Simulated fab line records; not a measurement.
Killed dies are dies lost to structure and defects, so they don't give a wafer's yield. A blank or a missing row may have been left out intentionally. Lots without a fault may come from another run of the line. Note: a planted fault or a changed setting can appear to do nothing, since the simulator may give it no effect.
Matching of chambers || flow gf180mcu || cmp-01 running GF_V2_CMP_04: 4 sister chambers
The step polishes SiO2. 4 wafers are shown with their chamber, then 7 later ones without.

## EACH WAFER AND ITS CHAMBER
{"wafer": "L589.6", "chamber": 0, "motor_current_A (A)": 13.7}
{"wafer": "L595.2", "chamber": 1, "motor_current_A (A)": 9.8}
{"wafer": "L606.1", "chamber": 3, "motor_current_A (A)": 12.3}
{"wafer": "L606.4", "chamber": 2, "motor_current_A (A)": 13.8}

## WAFERS WITH NO CHAMBER GIVEN
{"wafer": "L606.6", "motor_current_A (A)": 9.8}
{"wafer": "L610.2", "motor_current_A (A)": 13.6}
{"wafer": "L610.3", "motor_current_A (A)": 10.2}
{"wafer": "L610.4", "motor_current_A (A)": 12.0}
{"wafer": "L611.1", "motor_current_A (A)": 13.8}
{"wafer": "L611.2", "motor_current_A (A)": 9.6}
{"wafer": "L611.6", "motor_current_A (A)": 12.1}

## WHICH CHAMBER EACH ONE RAN IN
{"wafer": "L606.6", "from the rows above": 1, "in truth": 1}
{"wafer": "L610.2", "from the rows above": "can't be placed: 0 or 2", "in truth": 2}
{"wafer": "L610.3", "from the rows above": 1, "in truth": 1}
{"wafer": "L610.4", "from the rows above": 3, "in truth": 3}
{"wafer": "L611.1", "from the rows above": "can't be placed: 2 or 0", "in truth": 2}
{"wafer": "L611.2", "from the rows above": 1, "in truth": 1}
{"wafer": "L611.6", "from the rows above": 3, "in truth": 3}
5 of 7 placed correctly. These rows do not allow placing 2 (true chamber among the candidates in 2). Wrongly placed: 0.
How it was worked out, from the rows above alone: a wafer's distance from a chamber is the root of the sum, over the readings, of the square of ((its reading less the chamber's mean) divided by the reading's scatter). If the next closest chamber is less than 2 further off than the closest, the wafer can't be placed; otherwise it belongs to the closest. The mean given for a chamber averages the wafers shown for that chamber. The scatter (one wafer shown for each chamber): square how far every hidden wafer sits from the nearest shown wafer, average those squares and take the square root.
